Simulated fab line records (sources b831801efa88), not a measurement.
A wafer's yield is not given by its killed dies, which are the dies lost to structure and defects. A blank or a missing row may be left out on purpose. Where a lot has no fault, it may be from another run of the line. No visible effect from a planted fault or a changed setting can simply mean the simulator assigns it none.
Which tool did it?    flow sky130    18 wafers from 6 lots sampled at 4 of the route's 708 steps

WHAT THE GAUGES READ, wafer by wafer
SKY_METAL4_OVL_MEAS_14.
lot   measured      on          METAL4_OVL (nm)
L932  day 42 01:55  overlay-01  7 9 2
L936  day 43 20:03  overlay-02  11 5 9
L939  day 44 17:34  overlay-02  7 10 3
L943  day 45 14:27  overlay-01  12 2 6
L949  day 46 17:04  overlay-01  10 1 3
L952  day 47 06:58  overlay-02  7 12 2

TOOL THAT RAN EACH LOT (tool first, then ch and the chambers of the sampled wafers, then the start)
lot   SKY_FIELD_ISO_CLEAN_19          SKY_METAL4_SPUTTER_00         SKY_CAP2M_METAL_ETCH_13
L932  wet bench-01 ch 2, day 2 15:14  pvd sputter-01, day 40 01:41  rie metal-01 ch 0,1, day 41 01:23
L936  wet bench-01 ch 1, day 3 14:46  pvd sputter-03, day 41 20:35  rie metal-01 ch 0,1, day 42 19:56
L939  wet bench-01 ch 3, day 4 04:11  pvd sputter-01, day 42 19:09  rie metal-01 ch 0,1, day 43 18:31
L943  wet bench-04 ch 0, day 5 00:28  pvd sputter-03, day 43 17:36  rie metal-01 ch 0,1, day 44 15:55
L949  wet bench-03 ch 1, day 6 08:02  pvd sputter-01, day 44 23:12  rie metal-02 ch 0,1, day 45 20:16
L952  wet bench-03 ch 0, day 6 22:50  pvd sputter-01, day 45 13:31  rie metal-01 ch 1, day 46 10:19
- SKY_FIELD_ISO_CLEAN_19: cleans in SC1/SC2, time 150 s.
- SKY_METAL4_SPUTTER_00: material Ti, target thk 15 nm, time 10 s.
- SKY_CAP2M_METAL_ETCH_13: etches TiN in Cl2/BCl3, stops on SiO2, target depth 220 nm, time 62.9 s.

THE ANSWER, worked out from the rows above alone
Rule: the usual values come from the lots themselves. The widest of any qualifying gaps counts: lots, ordered by their means at a reading, are off when they make up no more than a third of the lots, leave a main group of 4 or more, and stand apart from it by 3 or more times the standard deviation of that group's means. Not used: any main group whose means are identical at the precision the tables above print for the reading. A lot without any number at a reading at which 4 lots or more have one is off too. The other lots that the step has rows for count as sound.
No lot is off at any reading shown: from this, nothing can be told.

WHAT THE SIMULATOR PUT IN
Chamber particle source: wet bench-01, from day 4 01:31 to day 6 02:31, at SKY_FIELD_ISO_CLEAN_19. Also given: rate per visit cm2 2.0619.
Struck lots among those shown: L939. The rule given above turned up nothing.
